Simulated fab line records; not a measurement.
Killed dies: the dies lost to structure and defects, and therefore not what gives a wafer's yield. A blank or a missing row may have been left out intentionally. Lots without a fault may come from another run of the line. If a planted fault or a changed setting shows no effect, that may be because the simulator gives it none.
Commonality check across tools ; flow gf180mcu ; Sampled: 12 lots, 36 wafers

== REASON FOR OPENING ==
GF_MVSD_TW_MEAS_11, reading MVSD_TW: flagged on 2 of 12 lots. Wafers without a fault read 1587, standard deviation 9.9.
Rule: flag the lot when none of its wafers has a number, or when each of its wafers that has one lies beyond 4 standard deviations from that mean. The other lots count as sound.

lot;measured;on;MVSD_TW, wafer by wafer;flag
L952;day 5 01:52;film-metro-01;1572 1589 1587;
L953;day 5 06:47;film-metro-01;1589 1574 1577;
L954;day 5 12:20;film-metro-04;1576 1578 1586;
L955;day 5 23:01;film-metro-04;1589 1590 1583;
L958;day 6 10:46;film-metro-03;1606 1596 1600;
L959;day 6 16:55;film-metro-04;1571 1578 1572;
L960;day 6 22:40;film-metro-01;1566 1567 1582;
L961;day 7 03:40;film-metro-01;1583 1584 1586;
L963;day 7 15:16;film-metro-03;1603 1603 1597;
L965;day 8 02:28;film-metro-01;1856 1859 1858;FLAGGED
L966;day 8 08:26;film-metro-03;1871 1879 1858;FLAGGED
L970;day 9 07:55;film-metro-01;1576 1580 1583;
On average the flagged lots' numbers are 1864, which is +276 against the usual, or +28 standard deviations.

== WHICH TOOL EACH LOT WENT THROUGH ==
Before the reading, the record contains 2 process steps out of a 602-step route. Read each cell as the tool, then ch plus the chambers that the sampled wafers visited, then the start.
lot;flag;GF_STI_CMP_25;GF_MVSD_IMPLANT_08
L952;;cmp-02 ch 0,2,3, day 2 16:55;implanter-02 ch 0, day 5 01:29
L953;;cmp-01 ch 0,1, day 2 20:35;implanter-03 ch 0, day 5 06:24
L954;;cmp-02 ch 0,2, day 3 01:25;implanter-03 ch 0, day 5 11:58
L955;;cmp-01 ch 0,2,3, day 3 07:11;implanter-02 ch 0, day 5 22:38
L958;;cmp-01 ch 1,2,3, day 3 20:54;implanter-03 ch 0, day 6 10:23
L959;;cmp-01 ch 2,3, day 4 02:44;implanter-02 ch 0, day 6 16:31
L960;;cmp-02 ch 1,2,3, day 4 07:34;implanter-03 ch 0, day 6 22:16
L961;;cmp-01 ch 0,2, day 4 12:08;implanter-04 ch 0, day 7 03:16
L963;;cmp-01 ch 1,2, day 4 23:01;implanter-02 ch 0, day 7 14:53
L965;FLAGGED;cmp-01 ch 1,2, day 5 08:48;implanter-02 ch 0, day 8 02:04
L966;FLAGGED;cmp-02 ch 0,1,3, day 5 14:17;implanter-02 ch 0, day 8 08:03
L970;;cmp-01 ch 0,1,2, day 6 10:19;implanter-03 ch 0, day 9 07:31
What these steps do:
- GF_STI_CMP_25: polishes, stops on Si3N4, t overpolish 33 s, target thk 524.6 nm.
- GF_MVSD_IMPLANT_08
- GF_MVSD_TW_MEAS_11

== FLAGGED OVER TOTAL, TOOL BY TOOL (the gauges that took the reading come last) ==
step;tool;lots run;flagged;share of the flagged lots;sound lots run after its first flagged lot
GF_STI_CMP_25;cmp-01;8;1;some;1 (L970)
GF_STI_CMP_25;cmp-02;4;1;some;0
GF_MVSD_IMPLANT_08;implanter-02;6;2;all;0
GF_MVSD_IMPLANT_08;implanter-03;5;0;none;-
GF_MVSD_IMPLANT_08;implanter-04;1;0;none;-
GF_MVSD_TW_MEAS_11;film-metro-01;6;1;some;1 (L970)
GF_MVSD_TW_MEAS_11;film-metro-03;3;1;some;0
GF_MVSD_TW_MEAS_11;film-metro-04;3;0;none;-

== WHAT THE TABLE ALLOWS ==
Rows of the table that ran each flagged lot: 1, that is implanter-02 at GF_MVSD_IMPLANT_08.
- implanter-02 at GF_MVSD_IMPLANT_08: 2 of its 6 lots flagged. A fault beginning between L963 (day 7 14:53), its last sound lot, and L965 (day 8 02:04), its first flagged one, fits the data. Its own readings (dose-ions-cm2, faraday-current-uA) fall more than 4 standard deviations out on all wafers of the flagged lots.
Left over: one tool, implanter-02 at GF_MVSD_IMPLANT_08.

== WHAT THE SIMULATOR HAD INSERTED ==
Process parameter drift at GF_MVSD_IMPLANT_08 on implanter-02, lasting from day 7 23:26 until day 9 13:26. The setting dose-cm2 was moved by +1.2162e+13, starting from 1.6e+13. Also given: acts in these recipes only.
Struck lots among those shown: L965, L966. The rule above reached the same finding.
